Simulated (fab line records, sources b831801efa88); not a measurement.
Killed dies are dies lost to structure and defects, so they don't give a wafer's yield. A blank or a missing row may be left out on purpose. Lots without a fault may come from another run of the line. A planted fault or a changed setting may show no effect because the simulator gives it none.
Problem report in the 8D (eight disciplines) form, filled by code | flow gf180mcu | the parts of the form that need people (team, actions taken, sign-off) are left out

1. THE PROBLEM
heater_power_total_W at GF_MIM_SOFTBAKE_15 reads a mean of 56.00 W on 9 wafers of 3 lots; wafers without a fault read 56.60 W with a standard deviation of 0.042. That is -14 standard deviations from the usual mean.
The step: time 60 s.
First seen on wafer L432.1, day 29 10:40, on litho_track-01. The record holds 39 wafers of 13 lots with a number at this step. Rule for "out", or "out of limits": more than 4 standard deviations from the usual mean. The other wafers with a number count as sound.

2. WHAT IT IS AND WHAT IT IS NOT
question                    | is                     | is not
which readings at this step | heater_power_total_W   | -
which lots                  | L432, L433, L434       | L418, L419, L420, L422, L423, L428, L431, L436, L438, L441
which wafers of those lots  | all that have a number | -
read on which tools         | litho_track-01         | litho_track-02, litho_track-03
when                        | from day 29 10:40      | up to then (21 sound wafers); but 9 sound wafers of L436, L438, L441 came after

3. SUSPECTS, AND WHAT RULES EACH OUT
Counting: a tool at a process step up to the reading stays a suspect if it ran every lot that is out and no sound lot after the first of them.
- litho_track-01 at GF_MIM_SOFTBAKE_15 (time 60 s): kept. It ran every lot that is out, first L432 (day 29 10:40), and no sound lot after that; its last sound lot up to then is L431 (day 29 05:25). Its own readings are out on those wafers: heater_power_total_W.
Left after counting: litho_track-01 at GF_MIM_SOFTBAKE_15.

4. THE CAUSE (what the simulator had put in)
Process parameter drift: litho_track-01, from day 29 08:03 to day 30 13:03, at GF_MIM_SOFTBAKE_15. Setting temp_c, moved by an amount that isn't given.
Counting left only this tool.

5. THE CHAIN OF EFFECTS, in route order
Each row: a reading whose mean over the struck wafers that have a number lies more than 3 standard deviations from the usual. Only readings for which the record gives a usual standard deviation are gone through. hours: the time from each lot's start at the first step in this table that gives one to its start at this step, as a median over the lots. sigmas: the change in usual standard deviations.
hours | step               | reading              | usual   | on struck wafers | change | sigmas
0     | GF_MIM_SOFTBAKE_15 | heater_power_total_W | 56.60 W | 56.00            | -0.60  | -14
0     | GF_MIM_SOFTBAKE_15 | plate_temp_C         | 90.03 C | 89.39            | -0.64  | -4.9
The process steps in it:
- GF_MIM_SOFTBAKE_15: time 60 s.

6. WHAT WOULD HAVE CAUGHT IT SOONER
In this record the first reading out of limits was taken at day 29 10:40, 3 hours after the fault began at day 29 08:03.
